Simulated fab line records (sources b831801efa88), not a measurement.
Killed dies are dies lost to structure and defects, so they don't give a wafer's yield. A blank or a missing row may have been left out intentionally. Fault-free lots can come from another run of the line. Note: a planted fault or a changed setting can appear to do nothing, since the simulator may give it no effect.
Which tool was responsible? + flow sky130 + 36 wafers from 12 lots sampled at 4 of the route's 708 steps

WHAT THE GAUGES READ, wafer by wafer
SKY_POLY_CUT_CD_MEAS_08: the cd target is 270 nm. Usual: cd-nm at 269.7 nm, with a standard deviation of 1.3.
| lot  | measured     | on        | cd-nm (nm)        | flag |
|------|--------------|-----------|-------------------|------|
| L569 | day 23 18:33 | cd-sem-02 | 270.5 269.5 271.0 |      |
| L570 | day 23 20:52 | cd-sem-02 | 270.7 271.0 271.0 |      |
| L572 | day 24 20:58 | cd-sem-01 | 267.3 268.9 268.0 |      |
| L573 | day 25 04:31 | cd-sem-01 | 268.8 269.6 267.6 |      |
| L574 | day 25 13:16 | cd-sem-01 | 267.5 267.8 268.3 |      |
| L575 | day 25 19:15 | cd-sem-01 | 269.1 269.0 269.8 |      |
| L577 | day 26 11:04 | cd-sem-02 | 270.0 270.4 270.5 |      |
| L579 | day 27 08:22 | cd-sem-01 | 269.3 269.8 269.8 |      |
| L580 | day 27 13:10 | cd-sem-02 | 270.3 270.3 268.7 |      |
| L583 | day 28 09:13 | cd-sem-02 | 271.1 272.4 271.1 |      |
| L590 | day 31 06:22 | cd-sem-01 | 269.2 269.9 267.9 |      |
| L592 | day 31 11:20 | cd-sem-02 | 268.8 270.0 269.4 |      |

SKY_LI_CONTACT_RS_MEAS_22: the measuring method here is four-point-probe. Usual: for LI_CONTACT_W_RS the level is 0.287 ohm/sq and the standard deviation is 0.0032.
| lot  | measured     | on            | LI_CONTACT_W_RS (ohm/sq) | flag |
|------|--------------|---------------|--------------------------|------|
| L569 | day 28 19:48 | film-metro-04 | 0.285 0.288 0.287        |      |
| L570 | day 28 20:41 | film-metro-04 | 0.289 0.288 0.289        |      |
| L572 | day 29 18:55 | film-metro-03 | 0.288 0.284 0.290        |      |
| L573 | day 30 01:26 | film-metro-04 | 0.290 0.286 0.290        |      |
| L574 | day 30 11:37 | film-metro-04 | 0.296 0.293 0.293        |      |
| L575 | day 30 16:10 | film-metro-03 | 0.280 0.285 0.280        |      |
| L577 | day 31 05:48 | film-metro-03 | 0.294 0.287 0.293        |      |
| L579 | day 32 00:26 | film-metro-04 | 0.286 0.286 0.286        |      |
| L580 | day 32 06:22 | film-metro-03 | 0.288 0.289 0.289        |      |
| L583 | day 32 22:07 | film-metro-04 | 0.286 0.271 0.289        |      |
| L590 | day 35 17:36 | film-metro-03 | 0.282 0.283 0.286        |      |
| L592 | day 35 22:20 | film-metro-02 | 0.289 0.288 0.285        |      |

TOOL THAT RAN EACH LOT (tool first, then ch and the chambers of the sampled wafers, then the start)
| lot  | SKY_POLY_CUT_ETCH_11               | SKY_LI_CONTACT_CVD_21         |
|------|------------------------------------|-------------------------------|
| L569 | rie-diel-04 ch 0,2,3, day 23 18:43 | cvd-w-01 ch 0,1, day 28 19:40 |
| L570 | rie-diel-03 ch 0,1,3, day 23 21:04 | cvd-w-01 ch 1, day 28 20:34   |
| L572 | rie-diel-01 ch 0,2,3, day 24 21:10 | cvd-w-01 ch 0,1, day 29 18:47 |
| L573 | rie-diel-04 ch 0,1, day 25 04:43   | cvd-w-02 ch 0,1, day 30 01:19 |
| L574 | rie-diel-01 ch 1,2,3, day 25 13:28 | cvd-w-01 ch 1, day 30 11:29   |
| L575 | rie-diel-03 ch 0,3, day 25 19:27   | cvd-w-02 ch 0,1, day 30 16:02 |
| L577 | rie-diel-04 ch 1,2, day 26 11:14   | cvd-w-02 ch 0,1, day 31 05:40 |
| L579 | rie-diel-04 ch 0,1,3, day 27 08:33 | cvd-w-02 ch 0,1, day 32 00:18 |
| L580 | rie-diel-01 ch 0,2,3, day 27 13:22 | cvd-w-02 ch 0,1, day 32 06:14 |
| L583 | rie-diel-03 ch 1,2, day 28 09:25   | cvd-w-01 ch 0,1, day 32 21:59 |
| L590 | rie-diel-04 ch 0,2, day 31 06:34   | cvd-w-02 ch 0,1, day 35 17:28 |
| L592 | rie-diel-01 ch 1,2,3, day 31 11:31 | cvd-w-02 ch 0,1, day 35 22:11 |
- SKY_POLY_CUT_ETCH_11: etches Si3N4 in CF4/CH2F2/Ar, stops on poly-Si, time 42.5 s, target depth 60 nm.
- SKY_LI_CONTACT_CVD_21: deposits W, target thk 400 nm, time 120.56 s.

WHAT THE TOOLS THEMSELVES READ (means of the sampled wafers that have a number; where no wafer has one, the mark that the record gives instead)
SKY_POLY_CUT_ETCH_11. Usual: ch2f2-flow-sccm 20.01 sccm, standard deviation 0.063; drypump-motor-current-A 5.8 A, standard deviation 0.32; mfc-ar-sccm 150.0 sccm, standard deviation 0.53; oes-product-au 0.828 a.u., standard deviation 0.0066; throttle-valve-pct 14.994 %, standard deviation 0.0093.
| lot  | tool        | ch2f2-flow-sccm (sccm) | drypump-motor-current-A (A) | mfc-ar-sccm (sccm) | oes-product-au (a.u.) | throttle-valve-pct (%) | flag |
|------|-------------|------------------------|-----------------------------|--------------------|-----------------------|------------------------|------|
| L569 | rie-diel-04 | 19.95                  | 5.9                         | 149.8              | 0.832                 | 14.996                 |      |
| L570 | rie-diel-03 | 20.00                  | 5.8                         | 149.8              | 0.832                 | 15.004                 |      |
| L572 | rie-diel-01 | 20.04                  | 5.9                         | 149.7              | 0.824                 | 14.992                 |      |
| L573 | rie-diel-04 | 19.99                  | 5.9                         | 149.6              | 0.824                 | 14.999                 |      |
| L574 | rie-diel-01 | 19.96                  | 5.9                         | 150.1              | 0.838                 | 14.992                 |      |
| L575 | rie-diel-03 | 19.99                  | 6.0                         | 149.8              | 0.831                 | 14.998                 |      |
| L577 | rie-diel-04 | 19.96                  | 6.2                         | 150.2              | 0.831                 | 14.995                 |      |
| L579 | rie-diel-04 | 19.96                  | 5.7                         | 149.8              | 0.827                 | 15.000                 |      |
| L580 | rie-diel-01 | 19.98                  | 5.8                         | 150.6              | 0.825                 | 15.003                 |      |
| L583 | rie-diel-03 | 19.90                  | 5.4                         | 149.8              | 0.828                 | 14.996                 |      |
| L590 | rie-diel-04 | 20.07                  | 6.1                         | 149.1              | 0.824                 | 14.997                 |      |
| L592 | rie-diel-01 | 20.04                  | 5.9                         | 150.2              | 0.824                 | 14.990                 |      |

SKY_LI_CONTACT_CVD_21. Usual: heater-power-w at 962 W, with a standard deviation of 100.
| lot  | tool     | heater-power-w (W) | flag |
|------|----------|--------------------|------|
| L569 | cvd-w-01 | 940                |      |
| L570 | cvd-w-01 | 869                |      |
| L572 | cvd-w-01 | 1012               |      |
| L573 | cvd-w-02 | 979                |      |
| L574 | cvd-w-01 | 880                |      |
| L575 | cvd-w-02 | 901                |      |
| L577 | cvd-w-02 | 982                |      |
| L579 | cvd-w-02 | 984                |      |
| L580 | cvd-w-02 | 984                |      |
| L583 | cvd-w-01 | 931                |      |
| L590 | cvd-w-02 | 986                |      |
| L592 | cvd-w-02 | 921                |      |

THE ANSWER, worked out from the rows above alone
Rule: lot off if the mean of its wafers having a number is beyond 3 standard deviations from the usual mean. A lot without any number at a reading at which 4 lots or more have one is off too. Any other lot the step has rows for is counted as sound. After the gauges, taken in route order, come the tools' own readings; for these a lot's mean is taken, as printed above. The first step at which some lot is off is used, and at that step the reading that is off furthest; a lot without a number counts as furthest.
Across all readings shown, no lot is off: no conclusion can be drawn from this.

WHAT THE SIMULATOR PUT IN
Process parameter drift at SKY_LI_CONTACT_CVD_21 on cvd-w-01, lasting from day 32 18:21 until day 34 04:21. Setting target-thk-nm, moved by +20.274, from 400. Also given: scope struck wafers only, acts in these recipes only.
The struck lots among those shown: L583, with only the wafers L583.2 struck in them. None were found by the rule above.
